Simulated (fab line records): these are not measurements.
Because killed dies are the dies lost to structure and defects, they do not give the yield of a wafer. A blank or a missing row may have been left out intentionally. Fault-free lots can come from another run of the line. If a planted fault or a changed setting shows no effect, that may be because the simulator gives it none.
Chamber matching | flow sky130 | SKY_VIA1_CMP_02 on cmp-01 has 4 sister chambers
The step polishes SiO2. 22 wafers are shown with their chamber, then 11 later ones without.

EACH WAFER AND ITS CHAMBER
wafer  | chamber | motorCurrentA (A)
L078.1 | 0       | 13.7
L078.2 | 2       | 11.4
L078.6 | 0       | 13.8
L079.2 | 0       | 13.2
L079.4 | 3       | 12.2
L079.5 | 0       | 14.1
L079.1 | 1       | 13.4
L079.3 | 2       | 11.8
L079.6 | 1       | 12.4
L080.1 | 2       | 11.6
L080.3 | 3       | 11.9
L080.4 | 0       | 13.6
L082.1 | 1       | 13.7
L082.2 | 3       | 11.9
L082.3 | 0       | 13.6
L083.1 | 3       | 11.9
L083.3 | 1       | 13.4
L083.6 | 1       | 13.4
L086.2 | 2       | 11.9
L086.3 | 1       | 13.5
L086.5 | 3       | 11.7
L087.2 | 2       | 11.4

SIGNATURES (means of the wafers above)
reading       | chamber 0 | chamber 1 | chamber 2 | chamber 3 | scatter within a chamber
motorCurrentA | 13.667    | 13.300    | 11.620    | 11.920    | 0.317
Rule: a wafer lies at a distance from a chamber equal to the root of the sum of squares, over the readings, of (its reading less the chamber's mean, divided by the reading's scatter). If the next closest chamber is less than 2 further off than the closest, the wafer can't be placed; otherwise it belongs to the closest. The scatter: take each reading less its chamber's mean, square it, sum over the shown wafers, divide by the number of wafers less the number of chambers, and take the root.

WAFERS WITH NO CHAMBER GIVEN
wafer  | motorCurrentA (A)
L087.3 | 13.1
L087.5 | 12.5
L087.1 | 11.8
L087.4 | 13.6
L087.6 | 11.8
L094.2 | 11.4
L094.3 | 13.0
L094.4 | 12.8
L096.1 | 12.3
L096.2 | 13.4
L096.5 | 11.5

WHICH CHAMBER EACH ONE RAN IN
wafer  | from the rows above               | in truth
L087.3 | can't be placed: 1 or 0           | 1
L087.5 | can't be placed: 3 or 1 or 2 or 0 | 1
L087.1 | can't be placed: 3 or 2           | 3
L087.4 | can't be placed: 0 or 1           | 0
L087.6 | can't be placed: 3 or 2           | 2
L094.2 | can't be placed: 2 or 3           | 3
L094.3 | can't be placed: 1 or 0           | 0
L094.4 | can't be placed: 1 or 0 or 3      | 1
L096.1 | can't be placed: 3 or 2 or 1      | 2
L096.2 | can't be placed: 1 or 0           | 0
L096.5 | can't be placed: 2 or 3           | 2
Correct placement for 0 of the 11. Can't be placed from these rows: 11 (the true chamber is among the candidates in 11). Wrongly placed: 0.
